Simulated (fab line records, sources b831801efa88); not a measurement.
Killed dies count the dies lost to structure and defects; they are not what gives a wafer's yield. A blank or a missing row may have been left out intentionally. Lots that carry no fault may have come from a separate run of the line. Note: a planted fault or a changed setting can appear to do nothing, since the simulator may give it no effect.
Struck lot and sound lot, side by side -- flow sky130 -- 17 out of 708 route steps
Sound: these wafers, L175.3, L175.5, L175.6. Wafers L192.4, L192.5, L192.6 were the ones struck. At the end, the cause is stated.
For every step that has rows: the tool of each side, followed by ch and its chambers, followed by its first start. Under that, the readings that differ: sound wafers -- struck wafers -- difference of the means -- sigmas: that difference in standard deviations of wafers without a fault.
alike: a reading whose means differ by less than 2 such deviations, as well as words and numbers matching on both sides. not compared: withheld readings; readings where some wafer has no value; bounds like >300 that might hide an equal value; numbers whose values overlap and for which the record gives no deviation.
Wherever a step has rows on one side only, a row that says differs or no value, or a row with sigmas, the two part there. Non-overlapping numbers with no deviation appear without sigmas and do not part them. A reading that every wafer of one side lacks parts them only if that side has two wafers or more.

SKY_GATE_OXIDE_TW_MEAS_14:
  sound: film-metro-02 at day 16 07:52; struck: film-metro-03 at day 21 16:23
  alike: GATE_OXIDE_TW
then, 3 steps without rows for these wafers: SKY_GATE_OXIDE_CLEAN_15 (cleans in SC1/SC2, time 150 s); SKY_GATE_OXIDE_OXIDATION_16 (stabilise 600 s, purge 300 s, target thk 3.57 nm); SKY_POLY_GATE_CVD_00 (deposits poly-Si, target thk 180 nm, time 720 s).
SKY_POLY_GATE_THK_MEAS_01:
  sound: film-metro-03 at day 16 17:21; struck: film-metro-02 at day 21 20:03
  alike: POLY_GATE_CVD_00_THK
then, 7 steps without rows for these wafers: SKY_RES_PROTECT_DEHYDRATE_00 (time 60 s); SKY_RES_PROTECT_HMDS_01 (prime time 60 s); SKY_RES_PROTECT_COAT_02 (resist thk 1140 nm); SKY_RES_PROTECT_SOFTBAKE_03 (time 60 s); SKY_RES_PROTECT_EXPOSE_04 (exposes mask RPM, target cd 1270 nm); SKY_RES_PROTECT_PEB_05; SKY_RES_PROTECT_DEVELOP_06 (develop time 60 s).
SKY_POLY_GATE_IMPLANT_02:
  sound on implanter-02 ch 0, day 17 22:20; struck on implanter-01 ch 0, day 23 02:34
  alike: dose-ions-cm2
SKY_RES_PROTECT_STRIP_07: strips in O2/N2.
  sound on plasma-asher-03 ch 0,1, day 17 22:29; struck on plasma-asher-03 ch 0,1, day 23 02:40
reading,sound,struck,difference,sigmas
oes-product-au (a.u.),0.514 0.515 0.510,0.497 0.500 0.497,-0.015,-3
strip-time-to-endpoint-s (s),23.35 23.34 23.36,25.05 25.06 25.10,+1.72,+37
  alike: drypump-motor-current-A
  not compared: rf-hours-counter-h
SKY_RES_PROTECT_TW_MEAS_08:
  sound: film-metro-01 at day 17 22:34; struck: film-metro-01 at day 23 02:59
reading,sound,struck,difference,sigmas
POLY_GATE_TW,4034 4020 4025,4200 4172 4168,+154,+5
then, 1 step without rows for these wafers: SKY_RES_PROTECT_CLEAN_09 (cleans in SC1/SC2, time 150 s).
-- the record jumps here: 28 days lie between the struck wafers' starts before and after (it left off in module RES_PROTECT and takes up again in module PAD_OPEN, whose first step shown is number 708 of the route) --
SKY_PAD_OPEN_PROBE_99:
  sound: prober-01 at day 48 04:15; struck: prober-02 at day 50 21:07
reading,sound,struck,difference,sigmas
model.etest.res-poly.line-ohm-um,488.6 489 490.5,399.2 398.9 402.5,-89.2,
model.etest.licon-poly.rc-ohm,149.5 147.8 147,104.8 107.6 104.6,-42.4,
model.etest.res-poly.rs-ohm-sq,46.73 47.42 47.3,36.34 36.3 36.41,-10.80,
  alike: killed_at_M0_to_M3, killed_at_M4_up, killed-at-contacts, killed-at-front-end, killed-at-other, killed-dies, killed-open, killed-short

== WHERE THEY PART ==
Last at SKY_RES_PROTECT_TW_MEAS_08 as far as this record goes, first at SKY_RES_PROTECT_STRIP_07. Later steps at which nothing parts them and some readings are alike: SKY_PAD_OPEN_PROBE_99.

WHY: what had been put in by the simulator
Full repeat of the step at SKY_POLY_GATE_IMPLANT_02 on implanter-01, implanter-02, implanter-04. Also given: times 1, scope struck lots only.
